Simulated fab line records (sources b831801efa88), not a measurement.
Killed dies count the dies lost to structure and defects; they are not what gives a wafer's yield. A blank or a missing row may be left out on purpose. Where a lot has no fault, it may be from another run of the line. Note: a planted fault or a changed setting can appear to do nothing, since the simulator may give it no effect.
Chamber matching    flow gf180mcu    rie diel-01 running GF_V5_ETCH_16: 4 sister chambers
The step etches BARC in N2/H2. 22 wafers are shown with their chamber, then 11 later ones without.

## EACH WAFER AND ITS CHAMBER
wafer   chamber  rf fwd power W (W)  oes product au (a.u.)  throttle valve pct (%)
L075.1  3        491.1               0.852                  13.054
L075.4  1        495.9               0.852                  13.048
L075.6  2        493.9               0.857                  13.040
L077.1  2        496.6               0.856                  13.058
L077.3  1        496.5               0.853                  13.045
L077.5  3        493.2               0.858                  13.060
L081.2  0        492.0               0.860                  13.054
L081.3  3        490.7               0.863                  13.056
L081.4  1        494.9               0.862                  13.040
L082.2  0        491.9               0.850                  13.032
L082.5  1        496.8               0.851                  13.044
L082.6  0        491.4               0.854                  13.058
L083.1  1        495.8               0.847                  13.059
L083.3  0        493.9               0.858                  13.050
L083.4  0        488.8               0.852                  13.055
L085.2  1        496.2               0.856                  13.052
L085.5  2        495.9               0.852                  13.047
L085.6  3        495.8               0.865                  13.060
L088.1  1        496.7               0.855                  13.050
L088.4  3        494.5               0.863                  13.048
L088.6  1        497.1               0.853                  13.050
L089.4  3        491.0               0.852                  13.054

SIGNATURES (averages over the wafers above)
reading             chamber 0  chamber 1  chamber 2  chamber 3  scatter within a chamber
rf fwd power W      491.600    496.238    495.467    492.717    1.55
oes product au      0.85480    0.85362    0.85500    0.85883    0.0046
throttle valve pct  13.04980   13.04850   13.04833   13.05533   0.00718
Rule: for a wafer and a chamber, the distance is found by dividing, reading by reading, the gap between the wafer's reading and the chamber's mean by the reading's scatter, squaring, summing and taking the root. If the next closest chamber is less than 2 further off than the closest, the wafer can't be placed; otherwise it belongs to the closest. The scatter is the square root of a quotient: the sum, over the shown wafers, of each reading's squared deviation from its chamber's mean, divided by wafers minus chambers.

## WAFERS WITH NO CHAMBER GIVEN
wafer   rf fwd power W (W)  oes product au (a.u.)  throttle valve pct (%)
L089.5  491.4               0.858                  13.052
L089.6  493.5               0.863                  13.064
L091.1  492.3               0.855                  13.048
L091.3  497.4               0.859                  13.040
L091.4  488.3               0.859                  13.053
L096.3  492.0               0.853                  13.049
L096.4  494.1               0.855                  13.049
L096.5  495.2               0.848                  13.060
L097.2  493.8               0.852                  13.041
L097.4  493.0               0.859                  13.050
L097.6  495.3               0.848                  13.061

## THE CHAMBER EACH PASSED THROUGH
wafer   from the rows above                in truth
L089.5  can't be placed: 0 or 3 or 2       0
L089.6  can't be placed: 3 or 0 or 2 or 1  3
L091.1  can't be placed: 0 or 3 or 2       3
L091.3  can't be placed: 1 or 2 or 3       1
L091.4  can't be placed: 0 or 3            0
L096.3  can't be placed: 0 or 3 or 2       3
L096.4  can't be placed: 2 or 1 or 3 or 0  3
L096.5  can't be placed: 1 or 2 or 3 or 0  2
L097.2  can't be placed: 2 or 1 or 0 or 3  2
L097.4  can't be placed: 3 or 0 or 2 or 1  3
L097.6  can't be placed: 1 or 2 or 3 or 0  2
0 of 11 placed correctly. Unplaceable from these rows: 11, with the true chamber sitting among the candidates in 11. 0 placed wrongly.
